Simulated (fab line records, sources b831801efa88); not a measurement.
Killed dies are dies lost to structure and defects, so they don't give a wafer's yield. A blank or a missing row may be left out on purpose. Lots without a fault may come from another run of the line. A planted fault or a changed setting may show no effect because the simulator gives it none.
fab line records | flow sky130
record lots=6 wafers=18 last_day=50
route steps=708 shown METAL4@627 VIA4@639 PAD_OPEN@708
lots that met no fault: from a run of the same line without faults
start_h: hours from the record's first day to the start of the lot's first wafer shown | wait_h: hours since the lot's step before | " the same as in the row above | L1.1+2: a row that stands for several wafers | - no value, or no start given | * or withheld: withheld | < > ~ a bound
route shown NAME@n: a module of which the file shows steps, and the number in the route of the first | usual: mean/standard deviation of fault-free wafers | same: alike in all rows | chamber/n: place in a boat | sites: the reading at each site | _std_site: their standard deviation | _edge_site: outer sites' mean less inner sites' | radius_mm: how far each site lies from the wafer's centre | mask NAME#n: copy n | behind: the tool/chamber that last shaped the wafer | hold: why the lot was held/for how many hours/how that ended | device: the transistor (n, p or np) that didn't switch | end of line: the same wafers' tests at the end of the route | a step without rows: its recipe alone | killed: dies lost to structure and defects at the first sort, not the wafer's yield | map: a wafer's dies, x killed, . not, _ none there
set.NAME: the setting as run; set.NAME@STEP: as run at that earlier step | model.NAME: the simulator's own value behind a step, which no gauge read
lots at some steps of the route; a table a step, a row a wafer
services: from which hour (start_h, from the record's first day; less than 0 if before it) a tool's chamber was out of use, for how many hours, and why
## steps
# step SKY_METAL4_PEB_11
# recipe peb_temp_c=withheld peb_time_s=withheld resist=KrF-thick
# step SKY_METAL4_DEVELOP_12
# recipe develop_time_s=60 resist=KrF-thick dev_temp_c=21
# step SKY_METAL4_CD_MEAS_13
# recipe target_cd_nm=300
# usual cd_nm=299.6/1.6
# columns lot.wafer tool chamber start_h wait_h cd_nm
L574.2 cd_sem-02 - 993.51 - 301.5
L574.4 " - " " 301.2
L574.5 " - " " 299.2
L576.2 cd_sem-02 - 1008.54 - 301.0
L576.3 " - " " 301.3
L576.5 " - " " 301.7
L584.3 cd_sem-02 - 1080.61 - 300.0
L584.4 " - " " 300.2
L584.6 " - " " 301.2
L587.2 cd_sem-02 - 1090.66 - 298.3
L587.5 " - " " 299.1
L587.6 " - " " 299.8
L588.1 cd_sem-02 - 1097.52 - 299.4
L588.3 " - " " 298.8
L588.4 " - " " 298.7
L593.2 cd_sem-02 - 1114.83 - 298.4
L593.5 " - " " 300.5
L593.6 " - " " 298.1
# step SKY_METAL4_OVL_MEAS_14
# usual METAL4_OVL=1/5.3
# columns lot.wafer tool chamber start_h wait_h METAL4_OVL[nm]
L574.2 overlay-02 - 993.61 0.1 2
L574.4 " - " " 9
L574.5 " - " " 3
L576.2 overlay-02 - 1008.64 0.1 2
L576.3 " - " " 1
L576.5 " - " " 4
L584.3 overlay-02 - 1080.70 0.1 5
L584.4 " - " " 3
L584.6 " - " " 2
L587.2 overlay-02 - 1090.76 0.1 0
L587.5 " - " " -3
L587.6 " - " " -2
L588.1 overlay-02 - 1097.64 0.1 -3
L588.3 " - " " -3
L588.4 " - " " -2
L593.2 overlay-01 - 1114.94 0.1 -4
L593.5 " - " " -12
L593.6 " - " " -3
# step SKY_METAL4_DESCUM_15
# recipe chemistry=O2 source_power_w=150 bias_power_w=0 pressure_mtorr=10 temp_c=40 time_s=8
# step SKY_METAL4_ETCH_16
# recipe chemistry=N2/H2 target=BARC ion_energy_ev=200 bias_w=100 pressure_mtorr=30 n2_flow_sccm=100 h2_flow_sccm=200 icp_w=500 stop_on=SiO2 time_s=88.2 target_depth_a=600
# usual drypump_motor_current_A=5.91/0.18 h2_flow_sccm=200.1/0.63 oes_product_au=0.626/0.0047 throttle_valve_pct=13.205/0.0093
# columns lot.wafer tool chamber start_h wait_h drypump_motor_current_A h2_flow_sccm oes_product_au rf_hours_counter_h throttle_valve_pct
L574.2 rie_metal-01 0 993.67 0.0 6.06 200.6 0.626 17 13.211
L574.4 " 0 " " 6.06 201.1 0.618 - 13.215
L574.5 " 1 " " 5.74 199.6 0.621 - 13.201
L576.2 rie_metal-02 0 1008.71 0.0 6.21 200.7 0.625 13 13.196
L576.3 " 0 " " 6.20 199.9 0.623 - 13.222
L576.5 " 0 " " 6.19 199.8 0.621 - 13.206
L584.3 rie_metal-02 1 1080.79 0.0 5.87 199.1 0.623 - 13.200
L584.4 " 0 " " 6.23 200.1 0.628 - 13.207
L584.6 " 1 " " 5.88 199.7 0.627 - 13.199
L587.2 rie_metal-01 0 1090.82 0.0 5.98 199.8 0.624 22 13.200
L587.5 " 1 " " 5.75 199.3 0.619 - 13.200
L587.6 " 0 " " 6.00 200.6 0.625 - 13.204
L588.1 rie_metal-01 1 1097.71 0.0 5.74 200.6 0.624 9 13.204
L588.3 " 0 " " 5.99 199.4 0.632 - 13.218
L588.4 " 1 " " 5.74 200.2 0.622 - 13.216
L593.2 rie_metal-01 0 1115.00 0.0 6.04 200.4 0.626 24 13.204
L593.5 " 1 " " 5.73 200.0 0.616 - 13.199
L593.6 " 0 " " 6.02 200.3 0.628 - 13.218
# step SKY_METAL4_ETCH_17
# recipe target=SiO2 stop_on=TiN chemistry=C4F8/O2/Ar source_w=1500 bias_w=1200 pressure_mtorr=40 c4f8_flow_sccm=withheld O2_flow_sccm=6 Ar_flow_sccm=300 time_s=3.9 target_depth_a=150
# usual oes_product_au=0.753/0.0064
# columns lot.wafer tool chamber start_h wait_h oes_product_au rf_hours_counter_h
L574.2 rie_diel-02 2 993.77 0.1 0.752 19
L574.4 " 0 " " 0.753 7
L574.5 " 1 " " 0.758 -
L576.2 rie_diel-02 1 1008.80 0.1 0.754 8
L576.3 " 0 " " 0.748 8
L576.5 " 3 " " 0.751 -
L584.3 rie_diel-02 1 1080.85 0.0 0.748 10
L584.4 " 3 " " 0.756 16
L584.6 " 2 " " 0.749 -
L587.2 rie_diel-01 1 1090.92 0.1 0.748 26
L587.5 " 2 " " 0.758 -
L587.6 " 1 " " 0.755 -
L588.1 rie_diel-02 0 1097.80 0.1 0.737 11
L588.3 " 2 " " 0.756 22
L588.4 " 0 " " 0.754 -
L593.2 rie_diel-03 0 1115.10 0.1 0.745 28
L593.5 " 0 " " 0.758 -
L593.6 " 1 " " 0.756 -
# step SKY_METAL4_METAL_ETCH_18
# recipe target_depth_a=8450 stop_on=SiO2 over_etch_frac=0.3 time_s=183.1 chemistry=Cl2/BCl3 resist_sidewall_deg=88 pressure_mtorr=10 icp_w=900 bias_w=48.5 Cl2_flow_sccm=60 bcl3_flow_sccm=30
# usual drypump_motor_current_A=5.89/0.19 oes_product_au=0.866/0.006 throttle_valve_pct=22.265/0.0093
# same over_etch_frac=0.3
# columns lot.wafer tool chamber start_h wait_h drypump_motor_current_A oes_product_au rf_hours_counter_h throttle_valve_pct
L574.2 rie_metal-01 1 993.79 0.0 5.75 0.865 4 22.271
L574.4 " 1 " " 5.73 0.863 - 22.281
L574.5 " 1 " " 5.73 0.871 - 22.253
L576.2 rie_metal-03 0 1008.82 0.0 5.76 0.867 4 22.259
L576.3 " 1 " " 5.70 0.859 - 22.264
L576.5 " 0 " " 5.74 0.864 - 22.255
L584.3 rie_metal-01 1 1080.93 0.1 5.72 0.869 - 22.273
L584.4 " 0 " " 6.07 0.861 - 22.266
L584.6 " 1 " " 5.73 0.865 - 22.277
L587.2 rie_metal-03 1 1090.94 0.0 5.69 0.886 12 22.259
L587.5 " 0 " " 5.76 0.864 - 22.274
L587.6 " 1 " " 5.71 0.867 - 22.252
L588.1 rie_metal-02 1 1097.82 0.0 5.86 0.858 2 22.249
L588.3 " 0 " " 6.19 0.862 - 22.275
L588.4 " 1 " " 5.87 0.855 - 22.261
L593.2 rie_metal-03 1 1115.12 0.0 5.73 0.867 14 22.276
L593.5 " 0 " " 5.77 0.862 - 22.249
L593.6 " 1 " " 5.70 0.871 - 22.264
# step SKY_METAL4_STRIP_19
# recipe chemistry=O2/N2 power_w=1400 pressure_mtorr=1500 platen_temp_c=withheld o2_flow_sccm=3000 n2_flow_sccm=300 overash_fraction=0.5
# usual drypump_motor_current_A=5.6/0.47 oes_product_au=0.502/0.0053 strip_time_to_endpoint_s=6.54/0.067
# columns lot.wafer tool chamber start_h wait_h drypump_motor_current_A oes_product_au rf_hours_counter_h strip_time_to_endpoint_s
L574.2 plasma_asher-04 0 993.97 0.1 6.3 0.506 21 6.58
L574.4 " 0 " " 6.3 0.515 - 6.61
L574.5 " 1 " " 5.0 0.508 - 6.64
L576.2 plasma_asher-04 1 1009.00 0.1 5.0 0.493 22 6.44
L576.3 " 0 " " 6.3 0.503 - 6.57
L576.5 " 1 " " 5.0 0.501 - 6.39
L584.3 plasma_asher-04 0 1081.08 0.1 6.2 0.500 - 6.60
L584.4 " 1 " " 5.0 0.496 - 6.40
L584.6 " 1 " " 5.0 0.513 - 6.59
L587.2 plasma_asher-04 0 1091.12 0.1 6.3 0.504 30 6.56
L587.5 " 0 " " 6.3 0.509 - 6.55
L587.6 " 1 " " 5.0 0.502 - 6.54
L588.1 plasma_asher-04 0 1098.00 0.1 6.3 0.504 31 6.59
L588.3 " 1 " " 5.0 0.516 - 6.57
L588.4 " 0 " " 6.3 0.505 - 6.67
L593.2 plasma_asher-01 1 1115.29 0.1 5.7 0.500 93 6.49
L593.5 " 1 " " 5.7 0.499 - 6.42
L593.6 " 0 " " 5.4 0.507 - 6.51
# step SKY_METAL4_STRIP_20
# recipe chemistry=post_etch_residue_remover time_s=1200 temp_c=72.5
# step SKY_METAL4_CLEAN_21
# recipe chemistry=IPA time_s=180 temp_c=25
# step SKY_METAL4_CLEAN_22
# recipe chemistry=O3/DIW dry=n2_spin
# step SKY_VIA4_HDPCVD_00
# recipe material=SiO2 target_thk_nm=1750 sigma_open_frac=0.3 time_s=291.7 temp_c=400 sih4_flow_sccm=60 pressure_mtorr=6
# usual sih4_flow_sccm=59.98/0.17
# columns lot.wafer tool chamber start_h wait_h sih4_flow_sccm model.SiO2_of_VIA4_HDPCVD_00.thk_nm
L574.2 hdpcvd-02 0 994.56 0.0 48.12 1416
L574.4 " 0 " " 47.82 1417
L574.5 " 1 " " 48.05 1417
L576.2 hdpcvd-02 0 1009.62 0.0 48.00 1391
L576.3 " 1 " " 47.87 1374
L576.5 " 2 " " 48.17 1351
L584.3 hdpcvd-01 2 1081.64 0.0 59.90 1724
L584.4 " 2 " " 59.87 1749
L584.6 " 1 " " 60.18 1743
L587.2 hdpcvd-01 1 1091.77 0.0 59.97 1720
L587.5 " 1 " " 60.19 1730
L587.6 " 2 " " 59.94 1732
L588.1 hdpcvd-02 0 1098.60 0.0 60.08 1719
L588.3 " 2 " " 60.04 1758
L588.4 " 0 " " 60.01 1719
L593.2 hdpcvd-01 0 1117.23 0.0 60.01 1766
L593.5 " 2 " " 59.96 1737
L593.6 " 0 " " 59.91 1751
# step SKY_VIA4_THK_MEAS_01
# recipe reads=SiO2_of_VIA4_HDPCVD_00
# usual VIA4_HDPCVD_THK=1744/19
# columns lot.wafer tool chamber start_h wait_h VIA4_HDPCVD_THK[nm]
L574.2 film_metro-01 - 994.75 0.1 1418
L574.4 " - " " 1418
L574.5 " - " " 1417
L576.2 film_metro-02 - 1009.81 0.1 1390
L576.3 " - " " 1374
L576.5 " - " " 1352
L584.3 film_metro-03 - 1081.84 0.1 1724
L584.4 " - " " 1748
L584.6 " - " " 1744
L587.2 film_metro-01 - 1091.96 0.1 1720
L587.5 " - " " 1730
L587.6 " - " " 1731
L588.1 film_metro-02 - 1098.78 0.1 1719
L588.3 " - " " 1757
L588.4 " - " " 1718
L593.2 film_metro-01 - 1117.58 0.3 1767
L593.5 " - " " 1738
L593.6 " - " " 1750
# step SKY_VIA4_CMP_02
# recipe material=SiO2 down_force_psi=4 platen_rpm=60 pad_velocity_m_s=0.94248
# usual motor_current_A=12.1/1.6
# columns lot.wafer tool chamber start_h wait_h motor_current_A
L574.2 cmp-02 0 995.04 0.3 11.3
L574.4 " 1 " " 12.1
L574.5 " 0 " " 11.4
L576.2 cmp-01 2 1009.91 0.1 12.3
L576.3 " 0 " " 11.1
L576.5 " 2 " " 11.8
L584.3 cmp-01 2 1081.88 0.0 12.8
L584.4 " 1 " " 15.8
L584.6 " 2 " " 11.9
L587.2 cmp-01 2 1092.06 0.1 12.3
L587.6 " 1 " " 15.1
L587.5 " 2 " " 12.7
L588.3 cmp-01 2 1098.84 0.0 13.4
L588.4 " 3 " " 9.8
L588.1 " 0 " " 11.9
L593.2 cmp-01 3 1118.78 1.2 10.3
L593.6 " 3 " " 9.8
L593.5 " 0 " " 11.6
# step SKY_PAD_OPEN_PROBE_99
# usual defect_limited_yield=82.4/1.8 killed_at_M0_to_M3=44/6.4 killed_at_M4_up=3.6/2.1 killed_at_contacts=23/5.1 killed_at_front_end=15/4.3 killed_at_other=0.3/0.56 killed_dies=86/9 killed_open=47/6.4 killed_short=39/5.8 sort_bin_3_pad_short=0.8/0.46 sort_bin_5_function=10.4/1.4 sort_bin_6_memory=6.4/1.1 sort_n_pass=406/9 sort_yield_pct=82.4/1.8
# same gross_dies=492 killed_at_back_side=0 sort_bin_4_leakage[%]=0 sort_bin_8_speed[%]=0
# columns lot.wafer tool chamber start_h wait_h defect_limited_yield[%] killed_at_M0_to_M3 killed_at_M4_up killed_at_contacts killed_at_front_end killed_at_other killed_dies killed_open killed_short sort_bin_3_pad_short[%] sort_bin_5_function[%] sort_bin_6_memory[%] sort_n_pass sort_yield_pct[%] model.etest.met5_comb.leak_log10_a_um
L574.2 prober-02 - 1086.80 0.1 83.7 46 1 17 15 1 80 39 41 0.6 9.1 6.5 412 83.7 -11.97
L574.4 prober-02 - 1086.90 0.2 83.9 46 2 19 12 0 79 41 38 1.0 7.7 7.3 413 83.9 -12.12
L574.5 prober-02 - 1086.95 0.2 82.9 48 2 20 14 0 84 39 45 1.2 9.3 6.5 408 82.9 -11.9
L576.2 prober-01 - 1101.51 0.1 84.6 38 6 14 18 0 76 42 34 1.0 9.3 5.1 416 84.6 -11.91
L576.3 prober-01 - 1101.56 0.2 79.9 50 3 27 19 0 99 63 36 1.6 11.4 7.1 393 79.9 -11.78
L576.5 prober-01 - 1101.66 0.2 81.7 39 4 26 21 0 90 52 38 1.4 11.0 5.9 402 81.7 -11.22
L584.3 prober-01 - 1156.92 0.2 84.3 36 2 20 18 1 77 49 28 0.4 8.5 6.7 415 84.3 -12.1
L584.4 prober-01 - 1156.97 0.2 81.3 40 6 23 23 0 92 56 36 0.8 10.8 7.1 400 81.3 -11.78
L584.6 prober-01 - 1157.07 0.2 83.9 37 1 28 12 1 79 46 32 0.4 7.7 7.9 413 83.9 -11.83
L587.2 prober-01 - 1168.45 0.1 80.9 44 3 25 21 1 94 47 47 1.0 11.6 6.5 398 80.9 -11.92
L587.5 prober-01 - 1168.60 0.2 81.3 51 1 24 16 0 92 44 48 1.2 9.6 7.9 400 81.3 -11.93
L587.6 prober-01 - 1168.65 0.2 81.5 45 9 23 14 0 91 48 42 1.0 11.6 5.9 401 81.5 -11.97
L588.1 prober-01 - 1175.56 0.1 79.9 53 4 26 14 2 99 52 47 1.2 11.0 7.9 393 79.9 -11.89
L588.3 prober-01 - 1175.66 0.2 80.7 43 5 37 9 1 95 49 46 0.8 10.0 8.5 397 80.7 -11.88
L588.4 prober-01 - 1175.71 0.2 83.9 46 4 18 11 0 79 46 33 0.8 8.1 7.1 413 83.9 -11.88
L593.2 prober-01 - 1194.57 0.1 81.7 45 7 23 15 0 90 44 46 0.8 11.6 5.9 402 81.7 -12.05
L593.5 prober-01 - 1194.72 0.2 82.3 52 4 18 13 0 87 53 34 0.2 11.2 6.3 405 82.3 -12.12
L593.6 prober-01 - 1194.77 0.2 82.9 40 7 28 8 1 84 50 34 0.2 10.0 6.9 408 82.9 -12.14
# killed by level:class
L574.2 VIA1:geometric_particle:open=9 METAL2:geometric_particle:short=9 METAL1:geometric_particle:short=8 LI_CONTACT:geometric_particle:open=6 FIELD_ISO:geometric_particle:open=5 VIA2:geometric_particle:open=5 LOCAL_INTERCONNECT:geometric_particle:short=4 METAL2:geometric_particle:open=4
L574.4 VIA3:geometric_particle:open=9 VIA3:geometric_particle:short=7 LI_CONTACT:geometric_particle:open=6 CONTACT:geometric_particle:open=6 METAL2:geometric_particle:short=6 VIA2:geometric_particle:open=6 VIA1:geometric_particle:short=5 VIA1:geometric_particle:open=5
L574.5 VIA1:geometric_particle:open=9 VIA3:geometric_particle:open=7 LI_CONTACT:geometric_particle:open=6 LOCAL_INTERCONNECT:geometric_particle:short=6 METAL2:geometric_particle:short=6 CONTACT:geometric_particle:open=5 METAL1:geometric_particle:short=5 VIA2:geometric_particle:open=5
L576.2 CONTACT:geometric_particle:open=10 FIELD_ISO:geometric_particle:short=8 METAL2:geometric_particle:short=6 VIA1:geometric_particle:open=6 FIELD_ISO:geometric_particle:open=5 METAL1:geometric_particle:short=4 METAL2:geometric_particle:open=4 VIA2:geometric_particle:open=4
L576.3 VIA1:geometric_particle:open=13 VIA2:geometric_particle:open=11 FIELD_ISO:geometric_particle:short=7 CONTACT:geometric_particle:open=7 LI_CONTACT:geometric_particle:open=5 LOCAL_INTERCONNECT:geometric_particle:short=5 VIA3:geometric_particle:open=5 METAL2:geometric_particle:open=5
L576.5 VIA1:geometric_particle:open=10 LI_CONTACT:geometric_particle:open=8 CONTACT:geometric_particle:open=7 FIELD_ISO:geometric_particle:short=6 CONTACT:geometric_particle:short=6 METAL1:geometric_particle:short=6 FIELD_ISO:geometric_particle:open=5 VIA3:geometric_particle:open=5
L584.3 VIA1:geometric_particle:open=9 VIA2:geometric_particle:open=9 LI_CONTACT:geometric_particle:open=6 POLY_GATE:geometric_particle:short=5 VIA3:geometric_particle:open=5 FIELD_ISO:geometric_particle:open=4 CONTACT:geometric_particle:open=4 LOCAL_INTERCONNECT:geometric_particle:open=4
L584.4 VIA1:geometric_particle:open=14 LI_CONTACT:geometric_particle:open=8 CONTACT:geometric_particle:open=8 VIA2:geometric_particle:open=7 FIELD_ISO:geometric_particle:open=6 POLY_GATE:geometric_particle:short=5 VIA3:geometric_particle:open=5 METAL4:geometric_particle:short=4
L584.6 LI_CONTACT:geometric_particle:open=13 CONTACT:geometric_particle:open=6 VIA1:geometric_particle:open=6 METAL2:geometric_particle:short=6 VIA3:geometric_particle:open=6 FIELD_ISO:geometric_particle:open=4 LOCAL_INTERCONNECT:geometric_particle:short=4 VIA1:geometric_particle:short=4
L587.2 VIA1:geometric_particle:open=12 CONTACT:geometric_particle:open=8 FIELD_ISO:geometric_particle:short=6 LI_CONTACT:geometric_particle:open=6 LOCAL_INTERCONNECT:geometric_particle:short=6 METAL2:geometric_particle:short=6 VIA2:geometric_particle:open=6 POLY_GATE:geometric_particle:short=5
L587.5 VIA1:geometric_particle:open=12 CONTACT:geometric_particle:open=11 VIA1:geometric_particle:short=7 VIA3:geometric_particle:open=7 FIELD_ISO:geometric_particle:short=6 METAL2:geometric_particle:short=6 CONTACT:geometric_particle:short=5 VIA2:geometric_particle:open=5
L587.6 CONTACT:geometric_particle:open=10 VIA3:geometric_particle:open=9 METAL2:geometric_particle:short=8 METAL4:geometric_particle:short=7 FIELD_ISO:geometric_particle:open=6 VIA2:geometric_particle:open=5 LI_CONTACT:geometric_particle:open=4 CONTACT:geometric_particle:short=4
L588.1 VIA1:geometric_particle:open=11 CONTACT:geometric_particle:open=11 METAL2:geometric_particle:short=10 VIA2:geometric_particle:open=9 VIA2:geometric_particle:short=7 LOCAL_INTERCONNECT:geometric_particle:short=5 VIA1:geometric_particle:short=5 LI_CONTACT:geometric_particle:open=4
L588.3 CONTACT:geometric_particle:open=12 LI_CONTACT:geometric_particle:open=11 VIA2:geometric_particle:open=6 LOCAL_INTERCONNECT:geometric_particle:short=6 VIA1:geometric_particle:open=6 LI_CONTACT:geometric_particle:short=5 VIA2:geometric_particle:short=5 VIA3:geometric_particle:short=5
L588.4 VIA1:geometric_particle:open=10 VIA2:geometric_particle:open=10 METAL2:geometric_particle:short=6 FIELD_ISO:geometric_particle:open=5 CONTACT:geometric_particle:open=5 LI_CONTACT:geometric_particle:open=4 LOCAL_INTERCONNECT:geometric_particle:short=4 CONTACT:geometric_particle:short=4
L593.2 LI_CONTACT:geometric_particle:open=9 FIELD_ISO:geometric_particle:open=7 METAL1:geometric_particle:short=7 VIA1:geometric_particle:short=7 METAL2:geometric_particle:short=6 VIA3:geometric_particle:open=6 VIA1:geometric_particle:open=5 VIA2:geometric_particle:open=5
L593.5 VIA1:geometric_particle:open=18 VIA2:geometric_particle:open=9 CONTACT:geometric_particle:open=8 FIELD_ISO:geometric_particle:open=6 VIA3:geometric_particle:short=6 VIA3:geometric_particle:open=5 CONTACT:geometric_particle:short=4 METAL1:geometric_particle:short=4
L593.6 VIA1:geometric_particle:open=10 CONTACT:geometric_particle:open=9 VIA2:geometric_particle:open=9 METAL1:geometric_particle:short=8 CONTACT:geometric_particle:short=7 LI_CONTACT:geometric_particle:open=6 VIA3:geometric_particle:open=6 METAL4:geometric_particle:short=4
## services
# columns tool chamber start_h hours kind
rie_metal-01 1 976.91 5.8 repair
cmp-02 - 985.09 2.3 repair
rie_metal-03 - 993.61 2.8 pm
plasma_asher-04 - 1001.06 6.4 repair
rie_metal-01 1 1002.51 6.5 repair
rie_metal-01 - 1011.18 1.9 repair
rie_metal-02 0 1018.10 22.7 repair
hdpcvd-02 2 1034.74 4.7 repair
plasma_asher-04 - 1038.58 14.6 pm
cmp-02 - 1039.13 1.7 repair
cmp-01 - 1040.74 6.9 repair
hdpcvd-02 2 1047.57 3.9 repair
rie_metal-01 - 1058.47 14.6 pm
hdpcvd-01 - 1063.68 2.8 pm
rie_diel-02 - 1072.34 0.7 repair
hdpcvd-02 - 1080.10 14.6 pm
rie_diel-03 0 1081.59 7.7 repair
cmp-02 - 1084.39 4.0 pm
rie_diel-02 - 1089.82 2.8 pm
rie_diel-02 3 1093.73 12.4 repair
cmp-02 - 1094.28 2.5 repair
rie_diel-01 - 1097.33 0.8 repair
cmp-01 - 1106.93 1.5 repair
rie_metal-02 - 1118.27 0.3 repair
## key
first_sign step=SKY_VIA4_HDPCVD_00 reading=sih4_flow_sccm direction=down sigmas=71 usual=59.98 struck=48.00
effect step=SKY_VIA4_THK_MEAS_01 reading=VIA4_HDPCVD_THK direction=down sigmas=19 usual=1744 struck=1395
model_effect step=SKY_VIA4_HDPCVD_00 value=SiO2_of_VIA4_HDPCVD_00.thk_nm without=1744 struck=1394
model_effect step=SKY_PAD_OPEN_PROBE_99 value=etest.met5_comb.leak_log10_a_um without=-12.04 struck=-11.82
met_at SKY_VIA4_HDPCVD_00
struck_wafers L574.2,L574.4,L574.5,L576.2,L576.3,L576.5
fault kind=process_parameter_drift tool=hdpcvd-02 chamber=- onset_h=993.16 steps=SKY_VIA4_HDPCVD_00 channel=sih4_flow_sccm offset=-12 shape=step end_h=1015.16 acts_in=these_recipes_only stated=60
